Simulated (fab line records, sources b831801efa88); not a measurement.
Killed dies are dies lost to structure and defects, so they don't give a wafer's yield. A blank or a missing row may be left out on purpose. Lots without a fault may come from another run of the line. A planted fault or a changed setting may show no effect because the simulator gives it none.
Which tool did it? | flow sky130 | 6 lots, 18 wafers sampled, at 2 steps of a route of 708

WHAT THE GAUGES READ, wafer by wafer
SKY_NWELL_THK_MEAS_02.
lot  | measured    | on            | NWELL_OXIDATION_THK (nm)
L986 | day 2 19:28 | film_metro-01 | 9.79 9.89 9.89
L988 | day 3 02:14 | film_metro-04 | 9.69 9.92 9.92
L990 | day 3 14:58 | film_metro-02 | 9.81 9.73 9.69
L992 | day 4 01:03 | film_metro-02 | 9.78 9.97 9.87
L102 | day 6 06:55 | film_metro-02 | 10.43 10.52 10.58 10.43 10.52 10.51
L106 | day 7 01:39 | film_metro-01 | 10.12 9.99 10.10

WHICH TOOL RAN EACH LOT (tool, then ch and the chambers of the sampled wafers, then the start)
lot  | SKY_FIELD_ISO_STRIP_16
L986 | plasma_asher-02 ch 0,1, day 2 10:55
L988 | plasma_asher-01 ch 1, day 2 19:48
L990 | plasma_asher-02 ch 0,1, day 3 07:16
L992 | plasma_asher-02 ch 0,1, day 3 17:53
L102 | plasma_asher-01 ch 0,1, day 5 21:15
L106 | plasma_asher-02 ch 0,1, day 6 19:32
- SKY_FIELD_ISO_STRIP_16: strips in O2/N2.

THE ANSWER, worked out from the rows above alone
Rule: what is usual is taken from the lots themselves. Put in order of their means at a reading, lots are off if they are a third of the lots or fewer, leave a main group of 4 or more, and stand apart from it by a gap of 3 or more times the standard deviation of the main group's means; of several such gaps the widest counts. A main group whose means are all the same, to the digits that the tables above print for the reading, isn't used. A lot without any number at a reading at which 4 lots or more have one is off too. The other lots that the step has rows for count as sound.
Off: L102, at SKY_NWELL_THK_MEAS_02 (NWELL_OXIDATION_THK). The main group: mean 9.88 nm, standard deviation 0.11.
A tool fits if, at a process step before that reading, it ran every lot that is off, and no sound lot after the first of them. The gauges at SKY_NWELL_THK_MEAS_02 are tried like those tools. Can't be told from this: 2 tools fit, plasma_asher-01 at SKY_FIELD_ISO_STRIP_16, film_metro-02 at SKY_NWELL_THK_MEAS_02.

WHAT THE SIMULATOR HAD PUT IN
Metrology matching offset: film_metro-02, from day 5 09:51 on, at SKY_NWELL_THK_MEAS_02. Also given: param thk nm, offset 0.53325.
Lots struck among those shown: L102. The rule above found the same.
